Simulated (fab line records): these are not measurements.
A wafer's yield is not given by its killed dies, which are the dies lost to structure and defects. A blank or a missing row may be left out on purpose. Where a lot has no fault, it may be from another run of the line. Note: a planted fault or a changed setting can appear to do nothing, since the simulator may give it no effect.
A single fault, viewed from 2 desks + flow sky130 + every desk sees just its own numbers, and what lay behind them comes last

== AT THE METROLOGY DESK ==
What the gauges read for every lot (on any tool): the sampled wafers with a number, averaged. Any lot whose mean is over 4 standard deviations away from the usual mean is out of limits and marked OUT; that distance is given in the brackets.
Columns: A = CAPM_CVD_00_THK at SKY_CAPM_THK_MEAS_01, usual 15.54 nm; B = CAPM_TIN_RS at SKY_CAPM_RS_MEAS_03, usual 6.91 ohm/sq
| lot  | first seen here | A                | B    |
|------|-----------------|------------------|------|
| L807 | day 37 00:56    | 15.73            | 6.93 |
| L808 | day 37 06:37    | 15.62            | 6.86 |
| L811 | day 38 00:59    | 15.74            | 6.89 |
| L815 | day 39 04:21    | 14.16 (-6.3) OUT | 6.88 |
| L817 | day 39 15:32    | 14.03 (-6.9) OUT | 6.90 |
| L818 | day 40 06:43    | 14.50 (-4.7) OUT | 6.95 |
| L824 | day 41 13:02    | 15.48            | 7.00 |
| L825 | day 42 06:21    | 15.60            | 6.99 |
| L826 | day 42 09:19    | 15.36            | 6.97 |
| L827 | day 42 12:59    | 15.82            | 6.93 |
| L828 | day 42 20:27    | 15.57            | 6.90 |
| L829 | day 43 01:08    | 15.54            | 6.84 |
This desk's result: L815, L817, L818 out of limits, first on L815 (CAPM_CVD_00_THK at SKY_CAPM_THK_MEAS_01), day 39 04:21. L807, L808, L811, L824, L825, L826, L827, L828, L829: within limits.

== DESK OF THE TOOL OWNER: pecvd-04 ==
The tool's own readings at SKY_CAPM_CVD_00 (deposits SiO2, target thk 15.5 nm): means of the sampled wafers that have a number, for each lot that ran on this tool. Any lot whose mean is over 4 standard deviations away from the usual mean is out of limits and marked OUT; that distance is given in the brackets.
Columns: A = heaterPowerW at SKY_CAPM_CVD_00, usual 692 W; B = susceptorTempC at SKY_CAPM_CVD_00, usual 399.99 C
| lot  | first seen here | A   | B      |
|------|-----------------|-----|--------|
| L811 | day 38 00:56    | 733 | 400.04 |
| L815 | day 39 04:20    | 697 | 399.96 |
| L817 | day 39 15:31    | 773 | 400.01 |
| L818 | day 40 06:41    | 736 | 399.98 |
This desk's finding: nothing out of limits on any of the 4 lots.

== PUT TOGETHER ==
L815, L817, L818 would have let the metrology desk raise an alarm at day 39 04:21.
The tool owner's desk saw nothing out of limits.
The tool owner's desk has L815, L817, L818 on record, within its limits.
SKY_CAPM_CVD_00 was run on pecvd-04 by each of the lots named.

== WHAT THE SIMULATOR HAD PUT IN ==
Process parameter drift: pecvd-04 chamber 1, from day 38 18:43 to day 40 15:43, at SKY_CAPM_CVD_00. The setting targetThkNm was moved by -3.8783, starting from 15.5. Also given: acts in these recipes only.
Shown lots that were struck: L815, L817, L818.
Hours from the fault's start to each desk's first reading out of limits: the metrology desk, 10.
